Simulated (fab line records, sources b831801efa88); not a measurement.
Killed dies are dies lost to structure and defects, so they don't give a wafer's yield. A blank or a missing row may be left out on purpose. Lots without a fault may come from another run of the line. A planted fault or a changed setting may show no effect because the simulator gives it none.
fab line records | flow sky130 | part 1 of 2: steps 1 to 27 of 38
record lots=5 wafers=15 last_day=50
route steps=708 shown VIA4@640 METAL5@661
lots that met no fault: from a run of the same line without faults
start_h: hours from the record's first day to the start of the lot's first wafer shown | wait_h: hours since the lot's step before | " the same as in the row above | L1.1+2: a row that stands for several wafers | - no value, or no start given | * or withheld: withheld | < > ~ a bound
route shown NAME@n: a module of which the file shows steps, and the number in the route of the first | usual: mean/standard deviation of fault-free wafers | same: alike in all rows | chamber/n: place in a boat | sites: the reading at each site | _std_site: their standard deviation | _edge_site: outer sites' mean less inner sites' | radius_mm: how far each site lies from the wafer's centre | mask NAME#n: copy n | behind: the tool/chamber that last shaped the wafer | hold: why the lot was held/for how many hours/how that ended | device: the transistor (n, p or np) that didn't switch | end of line: the same wafers' tests at the end of the route | a step without rows: its recipe alone | killed: dies lost to structure and defects at the first sort, not the wafer's yield | map: a wafer's dies, x killed, . not, _ none there
set.NAME: the setting as run; set.NAME@STEP: as run at that earlier step | model.NAME: the simulator's own value behind a step, which no gauge read
lots at some steps of the route; a table a step, a row a wafer
services: from which hour (start_h, from the record's first day; less than 0 if before it) a tool's chamber was out of use, for how many hours, and why
## steps
# step SKY_VIA4_THK_MEAS_01
# recipe reads=SiO2_of_VIA4_HDPCVD_00
# usual VIA4_HDPCVD_THK=1741/19
# columns lot.wafer tool chamber start_h wait_h VIA4_HDPCVD_THK[nm]
L074.3 film_metro-04 - 976.37 0.1 1722
L074.4 " - " " 1747
L074.6 " - " " 1742
L081.1 film_metro-02 - 1033.47 0.1 1747
L081.4 " - " " 1744
L081.5 " - " " 1731
L092.2 film_metro-04 - 1100.30 0.1 1756
L092.3 " - " " 1769
L092.5 " - " " 1708
L093.2 film_metro-04 - 1102.17 0.1 1752
L093.4 " - " " 1744
L093.5 " - " " 1736
L094.1 film_metro-03 - 1122.80 0.1 1757
L094.4 " - " " 1772
L094.6 " - " " 1749
# step SKY_VIA4_CMP_02
# recipe material=SiO2 down_force_psi=4 platen_rpm=60 pad_velocity_m_s=0.94248
# usual edge_zone_pressure_frac=1.000/0.0048 motor_current_A=12.2/1.7
# columns lot.wafer tool chamber start_h wait_h edge_zone_pressure_frac motor_current_A
L074.3 cmp-01 1 976.46 0.1 0.998 12.8
L074.4 " 2 " " 1.008 11.0
L074.6 " 0 " " 0.994 14.9
L081.4 cmp-01 3 1033.53 0.0 1.001 9.7
L081.1 " 2 " " 0.998 11.4
L081.5 " 3 " " 1.000 9.6
L092.2 cmp-01 2 1100.35 0.0 0.998 11.3
L092.3 " 1 " " 0.995 13.6
L092.5 " 2 " " 0.998 11.1
L093.4 cmp-02 0 1102.27 0.1 0.991 12.8
L093.2 " 1 " " 1.002 11.7
L093.5 " 3 " " 1.000 10.2
L094.4 cmp-02 3 1122.86 0.0 1.006 9.9
L094.1 " 1 " " 0.999 11.2
L094.6 " 3 " " 0.996 10.2
# step SKY_VIA4_BOW_MEAS_03
# recipe mode=bow
# usual VIA4_BOW=79/8
# columns lot.wafer tool chamber start_h wait_h VIA4_BOW[um]
L074.3 film_metro-03 - 976.75 0.2 85
L074.4 " - " " 90
L074.6 " - " " 88
L081.1 film_metro-03 - 1033.83 0.1 82
L081.4 " - " " 83
L081.5 " - " " 86
L092.2 film_metro-03 - 1100.67 0.3 72
L092.3 " - " " 75
L092.5 " - " " 84
L093.2 film_metro-03 - 1102.54 0.2 72
L093.4 " - " " 72
L093.5 " - " " 72
L094.1 film_metro-02 - 1123.16 0.1 70
L094.4 " - " " 84
L094.6 " - " " 94
# step SKY_VIA4_DEHYDRATE_04
# recipe temp_c=200 time_s=60
# columns lot.wafer tool chamber start_h wait_h
L074.3+4+6 litho_track-04 0 988.26 11.5
L081.1+4+5 litho_track-03 0 1044.43 10.6
L092.2+3+5 litho_track-01 0 1110.23 9.5
L093.2+4+5 litho_track-03 0 1111.91 9.4
L094.1+4+6 litho_track-01 0 1132.61 9.4
# step SKY_VIA4_HMDS_05
# recipe prime_time_s=60 prime_temp_c=120
# columns lot.wafer tool chamber start_h wait_h
L074.3+4+6 litho_track-04 0 988.41 0.1
L081.1+4+5 litho_track-03 0 1044.58 0.1
L092.2+3+5 litho_track-01 0 1110.38 0.1
L093.2+4+5 litho_track-03 0 1112.06 0.1
L094.1+4+6 litho_track-01 0 1132.76 0.1
# step SKY_VIA4_COAT_06
# recipe resist=NOVOLAK spin_rpm=3000 resist_thk_nm=1140
# columns lot.wafer tool chamber start_h wait_h
L074.3+4+6 litho_track-04 0 988.56 0.1
L081.1+4+5 litho_track-03 0 1044.73 0.1
L092.2+3+5 litho_track-01 0 1110.53 0.1
L093.2+4+5 litho_track-03 0 1112.21 0.1
L094.1+4+6 litho_track-01 0 1132.91 0.1
# step SKY_VIA4_SOFTBAKE_07
# recipe temp_c=90 time_s=60 resist=NOVOLAK
# columns lot.wafer tool chamber start_h wait_h
L074.3+4+6 litho_track-04 0 988.71 0.1
L081.1+4+5 litho_track-03 0 1044.88 0.1
L092.2+3+5 litho_track-01 0 1110.68 0.1
L093.2+4+5 litho_track-03 0 1112.36 0.1
L094.1+4+6 litho_track-01 0 1133.06 0.1
# step SKY_VIA4_EXPOSE_08
# recipe mask_id=VIM4 na=0.6 source_shape=conventional sigma_outer=0.6 polarization=unpolarized target_cd_nm=800 dose_mj=132
# usual focus_offset_nm=0.1/0.5
# columns lot.wafer tool chamber start_h wait_h mask focus_offset_nm
L074.3 iline_stepper-02 0 - - VIM4#0 -0.5
L074.4 " 0 " " VIM4#0 -0.6
L074.6 " 0 " " VIM4#0 -0.1
L081.1 iline_stepper-02 0 - - VIM4#0 0.6
L081.4 " 0 " " VIM4#0 0.3
L081.5 " 0 " " VIM4#0 0.6
L092.2 iline_stepper-02 0 - - VIM4#0 -0.4
L092.3 " 0 " " VIM4#0 -1.0
L092.5 " 0 " " VIM4#0 -0.6
L093.2 iline_stepper-01 0 - - VIM4#0 0.6
L093.4 " 0 " " VIM4#0 0.6
L093.5 " 0 " " VIM4#0 0.5
L094.1 iline_stepper-02 0 - - VIM4#0 0.2
L094.4 " 0 " " VIM4#0 0.3
L094.6 " 0 " " VIM4#0 0.1
# step SKY_VIA4_PEB_09
# recipe temp_c=withheld time_s=* resist=NOVOLAK
# columns lot.wafer tool chamber start_h wait_h
L074.3+4+6 litho_track-03 0 - -
L081.1+4+5 litho_track-03 0 - -
L092.2+3+5 litho_track-03 0 - -
L093.2+4+5 litho_track-01 0 - -
L094.1+4+6 litho_track-01 0 - -
# step SKY_VIA4_DEVELOP_10
# recipe resist=NOVOLAK developer=TMAH develop_time_s=60 dev_temp_c=23
# columns lot.wafer tool chamber start_h wait_h
L074.3+4+6 litho_track-03 0 1000.08 0.1
L081.1+4+5 litho_track-03 0 1055.38 0.1
L092.2+3+5 litho_track-03 0 1120.26 0.1
L093.2+4+5 litho_track-01 0 1122.23 0.1
L094.1+4+6 litho_track-01 0 1142.36 0.1
# step SKY_VIA4_OVL_MEAS_11
# usual VIA4_OVL=0.0/1.8
# columns lot.wafer tool chamber start_h wait_h VIA4_OVL[nm]
L074.3 overlay-01 - 1000.19 0.1 0.8
L074.4 " - " " 0.2
L074.6 " - " " 1.3
L081.1 overlay-01 - 1055.53 0.1 2.5
L081.4 " - " " 0.6
L081.5 " - " " 0.1
L092.2 overlay-01 - 1120.39 0.1 1.8
L092.3 " - " " 0.0
L092.5 " - " " 1.7
L093.2 overlay-01 - 1122.36 0.1 -2.0
L093.4 " - " " -2.2
L093.5 " - " " -1.3
L094.1 overlay-01 - 1142.51 0.1 0.1
L094.4 " - " " 0.4
L094.6 " - " " 0.0
# step SKY_VIA4_ETCH_12
# recipe target=SiO2 chemistry=C4F8/O2/Ar stop_on=TiN mask_material=NOVOLAK source_w=1500 bias_w=1200 pressure_mtorr=40 c4f8_flow_sccm=withheld O2_flow_sccm=6 Ar_flow_sccm=300 time_s=withheld target_depth_a=5800
# usual oes_product_au=0.925/0.0048
# columns lot.wafer tool chamber start_h wait_h oes_product_au
L074.3 rie_diel-02 1 1000.22 0.0 0.925
L074.4 " 0 " " 0.930
L074.6 " 0 " " 0.928
L081.1 rie_diel-04 1 1055.57 0.0 0.922
L081.4 " 3 " " 0.928
L081.5 " 1 " " 0.920
L092.2 rie_diel-04 2 1120.42 0.0 0.930
L092.3 " 1 " " 0.926
L092.5 " 0 " " 0.925
L093.2 rie_diel-04 1 1122.39 0.0 0.913
L093.4 " 3 " " 0.922
L093.5 " 1 " " 0.933
L094.1 rie_diel-01 3 1142.54 0.0 0.929
L094.4 " 2 " " 0.929
L094.6 " 0 " " 0.930
# step SKY_VIA4_STRIP_13
# recipe chemistry=O2/N2 power_w=1400 pressure_mtorr=1500 platen_temp_c=withheld o2_flow_sccm=3000 n2_flow_sccm=300 overash_fraction=0.5
# usual drypump_motor_current_A=5.81/0.24 oes_product_au=0.710/0.0037 strip_time_to_endpoint_s=12.81/0.035
# columns lot.wafer tool chamber start_h wait_h drypump_motor_current_A oes_product_au rf_hours_counter_h strip_time_to_endpoint_s
L074.3 plasma_asher-04 1 1000.32 - 5.95 0.704 - 12.85
L074.4 " 0 " " 5.48 0.713 - 12.79
L074.6 " 1 " " 5.94 0.710 - 12.84
L081.1 plasma_asher-03 0 1055.64 - 6.08 0.712 62 12.77
L081.4 " 1 " " 5.74 0.717 - 12.81
L081.5 " 1 " " 5.69 0.707 - 12.84
L092.2 plasma_asher-04 1 1120.49 - 5.92 0.706 34 12.75
L092.3 " 1 " " 5.91 0.714 - 12.78
L092.5 " 0 " " 5.54 0.713 - 12.84
L093.2 plasma_asher-03 0 1122.47 - 6.05 0.710 71 12.74
L093.4 " 1 " " 5.71 0.713 - 12.81
L093.5 " 1 " " 5.69 0.705 - 12.75
L094.1 plasma_asher-03 0 1142.62 - 6.06 0.713 73 12.84
L094.4 " 1 " " 5.69 0.711 - 12.78
L094.6 " 1 " " 5.73 0.701 - 12.79
# step SKY_VIA4_STRIP_14
# recipe chemistry=post_etch_residue_remover time_s=1200 temp_c=72.5
# usual temp_c=72.55/0.11
# columns lot.wafer tool chamber start_h wait_h temp_c
L074.3 wet_bench-04 2 1000.39 0.0 72.52
L074.4 " 2 " " 72.61
L074.6 " 2 " " 72.57
L081.1 wet_bench-04 3 1055.74 0.1 72.44
L081.4 " 3 " " 72.61
L081.5 " 3 " " 72.45
L092.2 wet_bench-03 3 1120.59 0.1 72.36
L092.3 " 3 " " 72.59
L092.5 " 3 " " 72.50
L093.2 wet_bench-03 2 1122.57 0.1 72.66
L093.4 " 2 " " 72.55
L093.5 " 2 " " 72.61
L094.1 wet_bench-01 2 1142.72 0.1 72.70
L094.4 " 2 " " 72.45
L094.6 " 2 " " 72.56
# step SKY_VIA4_CLEAN_15
# recipe chemistry=IPA time_s=180 temp_c=25
# usual temp_c=24.99/0.11
# columns lot.wafer tool chamber start_h wait_h temp_c
L074.3 wet_bench-01 0 1000.76 0.0 24.91
L074.4 " 0 " " 24.95
L074.6 " 0 " " 24.97
L081.1 wet_bench-03 3 1056.48 0.0 24.82
L081.4 " 3 " " 24.96
L081.5 " 3 " " 24.91
L092.2 wet_bench-03 1 1120.93 0.0 25.15
L092.3 " 1 " " 25.00
L092.5 " 1 " " 25.10
L093.2 wet_bench-04 3 1122.91 0.0 24.94
L093.4 " 3 " " 24.97
L093.5 " 3 " " 24.84
L094.1 wet_bench-03 3 1143.09 0.0 25.23
L094.4 " 3 " " 25.08
L094.6 " 3 " " 25.16
# step SKY_VIA4_CLEAN_16
# recipe chemistry=O3/DIW dry=n2_spin
# columns lot.wafer tool chamber start_h wait_h
L074.3+4+6 wet_bench-04 3 1000.82 0.0
L081.1+4+5 wet_bench-04 1 1056.56 0.0
L092.2+3+5 wet_bench-03 1 1120.99 0.0
L093.2+4+5 wet_bench-03 0 1122.97 0.0
L094.1+4+6 wet_bench-01 2 1143.15 0.0
# step SKY_VIA4_SPUTTER_17
# recipe material=TiN target_thk_nm=20 chamber_pressure_pa=5 power_w=4000 time_s=80
# usual throttle_valve_pct=29.6/0.72
# columns lot.wafer tool chamber start_h wait_h throttle_valve_pct
L074.3 pvd_sputter-03 - 1000.93 0.0 29.1
L074.4 " - " " 29.0
L074.6 " - " " 29.1
L081.1 pvd_sputter-02 - 1056.66 0.0 30.4
L081.4 " - " " 29.4
L081.5 " - " " 29.4
L092.2 pvd_sputter-03 - 1121.08 0.0 29.2
L092.3 " - " " 29.2
L092.5 " - " " 29.1
L093.2 pvd_sputter-02 - 1123.06 0.0 30.6
L093.4 " - " " 29.6
L093.5 " - " " 29.4
L094.1 pvd_sputter-01 - 1143.25 0.0 29.1
L094.4 " - " " 29.4
L094.6 " - " " 29.1
# step SKY_VIA4_CVD_18
# recipe material=W target_thk_nm=505 time_s=152.14 temp_c=400 pressure_torr=40
# usual heater_power_w=857/73
# columns lot.wafer tool chamber start_h wait_h heater_power_w
L074.3 cvd_w-01 1 1001.04 0.1 880
L074.4 " 0 " " 860
L074.6 " 1 " " 904
L081.1 cvd_w-02 1 1056.72 0.0 744
L081.4 " 1 " " 777
L081.5 " 0 " " 941
L092.2 cvd_w-02 0 1121.14 0.0 946
L092.3 " 1 " " 766
L092.5 " 1 " " 754
L093.2 cvd_w-01 0 1123.12 0.0 831
L093.4 " 0 " " 858
L093.5 " 0 " " 848
L094.1 cvd_w-02 1 1143.31 0.0 761
L094.4 " 0 " " 930
L094.6 " 1 " " 767
# step SKY_VIA4_RS_MEAS_19
# recipe thk_meas_gauge=four-point-probe reads=W_of_VIA4_CVD_18+TiN_of_VIA4_SPUTTER_17
# usual VIA4_W_RS=0.226/0.003
# columns lot.wafer tool chamber start_h wait_h VIA4_W_RS[ohm/sq]
L074.3 film_metro-02 - 1001.18 0.1 0.227
L074.4 " - " " 0.232
L074.6 " - " " 0.226
L081.1 film_metro-03 - 1056.87 0.1 0.224
L081.4 " - " " 0.226
L081.5 " - " " 0.223
L092.2 film_metro-02 - 1121.31 0.1 0.221
L092.3 " - " " 0.226
L092.5 " - " " 0.224
L093.2 film_metro-04 - 1123.30 0.1 0.229
L093.4 " - " " 0.227
L093.5 " - " " 0.229
L094.1 film_metro-03 - 1143.47 0.1 0.226
L094.4 " - " " 0.222
L094.6 " - " " 0.225
# step SKY_VIA4_THK_MEAS_20
# recipe thk_meas_gauge=xrf reads=W_of_VIA4_CVD_18
# usual VIA4_W_THK=511/7.4
# columns lot.wafer tool chamber start_h wait_h VIA4_W_THK[nm]
L074.3 film_metro-02 - 1001.28 0.1 510
L074.4 " - " " 496
L074.6 " - " " 511
L081.1 film_metro-03 - 1056.99 0.1 517
L081.4 " - " " 511
L081.5 " - " " 517
L092.2 film_metro-02 - 1121.42 0.1 528
L092.3 " - " " 513
L092.5 " - " " 522
L093.2 film_metro-04 - 1123.41 0.1 498
L093.4 " - " " 504
L093.5 " - " " 502
L094.1 film_metro-03 - 1143.59 0.1 513
L094.4 " - " " 523
L094.6 " - " " 518
# step SKY_VIA4_CMP_21
# recipe stop_on=SiO2 t_overpolish_s=25 down_force_psi=3.5 platen_rpm=60 target_thk_nm=0 pad_velocity_m_s=0.94248
# usual edge_zone_pressure_frac=1.000/0.0046 motor_current_A=11.0/1.5 overpolish_run_s=25.001/0.008 time_to_endpoint_s=120/6
# columns lot.wafer tool chamber start_h wait_h edge_zone_pressure_frac motor_current_A overpolish_run_s time_to_endpoint_s
L074.3 cmp-01 3 1001.37 0.1 1.005 8.6 24.997 130
L074.4 " 0 " " 0.997 14.7 25.018 122
L074.6 " 3 " " 1.007 9.0 24.989 129
L081.4 cmp-01 3 1057.10 0.1 0.999 9.2 24.990 128
L081.1 " 0 " " 0.998 13.9 24.996 122
L081.5 " 3 " " 1.000 8.2 25.017 126
L092.2 cmp-01 2 1121.47 0.0 1.004 10.2 25.007 125
L092.3 " 3 " " 1.003 9.0 25.003 125
L092.5 " 2 " " 1.008 10.2 24.995 118
L093.4 cmp-01 2 1123.46 0.0 0.997 10.0 24.996 118
L093.2 " 3 " " 1.002 9.3 24.999 124
L093.5 " 2 " " 0.996 10.8 24.987 115
L094.4 cmp-01 2 1143.65 0.0 1.008 10.5 24.996 118
L094.1 " 1 " " 1.004 11.7 24.989 111
L094.6 " 3 " " 0.998 8.7 25.014 122
# step SKY_METAL5_SPUTTER_00
# recipe material=Ti target_thk_nm=15 power_w=3000 time_s=10 chamber_pressure_pa=0.4
# usual throttle_valve_pct=29.6/0.95
# columns lot.wafer tool chamber start_h wait_h throttle_valve_pct
L074.3 pvd_sputter-01 - 1001.62 0.2 27.8
L074.4 " - " " 30.1
L074.6 " - " " 29.0
L081.1 pvd_sputter-02 - 1057.35 0.1 30.3
L081.4 " - " " 29.3
L081.5 " - " " 29.3
L092.2 pvd_sputter-01 - 1121.77 0.2 30.2
L092.3 " - " " 27.5
L092.5 " - " " 29.1
L093.2 pvd_sputter-02 - 1123.76 0.2 29.4
L093.4 " - " " 29.6
L093.5 " - " " 30.4
L094.1 pvd_sputter-02 - 1143.95 0.1 30.4
L094.4 " - " " 29.2
L094.6 " - " " 30.5
# step SKY_METAL5_SPUTTER_01
# recipe material=TiN target_thk_nm=20 power_w=6500 time_s=16.7 chamber_pressure_pa=0.4
# usual throttle_valve_pct=29.6/0.97
# columns lot.wafer tool chamber start_h wait_h throttle_valve_pct
L074.3 pvd_sputter-01 - 1001.64 0.0 27.5
L074.4 " - " " 29.9
L074.6 " - " " 29.1
L081.1 pvd_sputter-02 - 1057.38 0.0 30.5
L081.4 " - " " 29.4
L081.5 " - " " 29.3
L092.2 pvd_sputter-01 - 1121.80 0.0 30.1
L092.3 " - " " 27.4
L092.5 " - " " 29.0
L093.2 pvd_sputter-02 - 1123.78 0.0 29.4
L093.4 " - " " 29.3
L093.5 " - " " 30.4
L094.1 pvd_sputter-02 - 1143.97 0.0 30.5
L094.4 " - " " 29.2
L094.6 " - " " 30.3
# step SKY_METAL5_SPUTTER_02
# recipe material=AlCu target_thk_nm=1150 power_w=10600 time_s=61.2 chamber_pressure_pa=0.4
# usual throttle_valve_pct=29.6/0.96
# columns lot.wafer tool chamber start_h wait_h throttle_valve_pct
L074.3 pvd_sputter-01 - 1001.67 0.0 27.6
L074.4 " - " " 30.1
L074.6 " - " " 29.0
L081.1 pvd_sputter-02 - 1057.40 0.0 30.2
L081.4 " - " " 29.4
L081.5 " - " " 29.1
L092.2 pvd_sputter-01 - 1121.82 0.0 30.2
L092.3 " - " " 27.4
L092.5 " - " " 29.3
L093.2 pvd_sputter-02 - 1123.80 0.0 29.5
L093.4 " - " " 29.2
L093.5 " - " " 30.5
L094.1 pvd_sputter-02 - 1143.99 0.0 30.5
L094.4 " - " " 29.6
L094.6 " - " " 30.3
# step SKY_METAL5_SPUTTER_03
# recipe material=Ti target_thk_nm=5 power_w=3000 time_s=3.3 chamber_pressure_pa=0.4
# usual throttle_valve_pct=29.6/0.95
# columns lot.wafer tool chamber start_h wait_h throttle_valve_pct
L074.3 pvd_sputter-01 - 1001.72 0.0 27.7
L074.4 " - " " 30.1
L074.6 " - " " 29.2
L081.1 pvd_sputter-02 - 1057.45 0.0 30.5
L081.4 " - " " 29.3
L081.5 " - " " 29.5
L092.2 pvd_sputter-01 - 1121.87 0.0 30.1
L092.3 " - " " 27.8
L092.5 " - " " 28.9
L093.2 pvd_sputter-02 - 1123.85 0.0 29.5
L093.4 " - " " 29.6
L093.5 " - " " 30.4
L094.1 pvd_sputter-02 - 1144.04 0.0 30.6
L094.4 " - " " 29.3
L094.6 " - " " 30.4
# step SKY_METAL5_SPUTTER_04
# recipe material=TiN target_thk_nm=70 power_w=6500 time_s=58.3 chamber_pressure_pa=0.4
# usual throttle_valve_pct=29.6/0.98
# columns lot.wafer tool chamber start_h wait_h throttle_valve_pct
L074.3 pvd_sputter-01 - 1001.74 0.0 27.4
L074.4 " - " " 30.4
L074.6 " - " " 29.1
L081.1 pvd_sputter-02 - 1057.47 0.0 30.3
L081.4 " - " " 29.4
L081.5 " - " " 29.4
L092.2 pvd_sputter-01 - 1121.89 0.0 30.2
L092.3 " - " " 27.8
L092.5 " - " " 29.1
L093.2 pvd_sputter-02 - 1123.87 0.0 29.3
L093.4 " - " " 29.1
L093.5 " - " " 30.5
L094.1 pvd_sputter-02 - 1144.06 0.0 30.5
L094.4 " - " " 29.4
L094.6 " - " " 30.6
# step SKY_METAL5_RS_MEAS_05
# recipe thk_meas_gauge=four-point-probe reads=TiN_of_METAL5_SPUTTER_04+Ti_of_METAL5_SPUTTER_03+AlCu_of_METAL5_SPUTTER_02+TiN_of_METAL5_SPUTTER_01+Ti_of_METAL5_SPUTTER_00
# usual METAL5_ALCU_RS=0.0270/0.00033
# columns lot.wafer tool chamber start_h wait_h METAL5_ALCU_RS[ohm/sq]
L074.3 film_metro-03 - 1001.83 0.1 0.0270
L074.4 " - " " 0.0280
L074.6 " - " " 0.0271
L081.1 film_metro-01 - 1057.52 0.0 0.0275
L081.4 " - " " 0.0277
L081.5 " - " " 0.0275
L092.2 film_metro-03 - 1121.96 0.0 0.0274
L092.3 " - " " 0.0270
L092.5 " - " " 0.0271
L093.2 film_metro-04 - 1123.94 0.0 0.0274
L093.4 " - " " 0.0272
L093.5 " - " " 0.0271
L094.1 film_metro-03 - 1144.11 0.0 0.0270
L094.4 " - " " 0.0272
L094.6 " - " " 0.0272
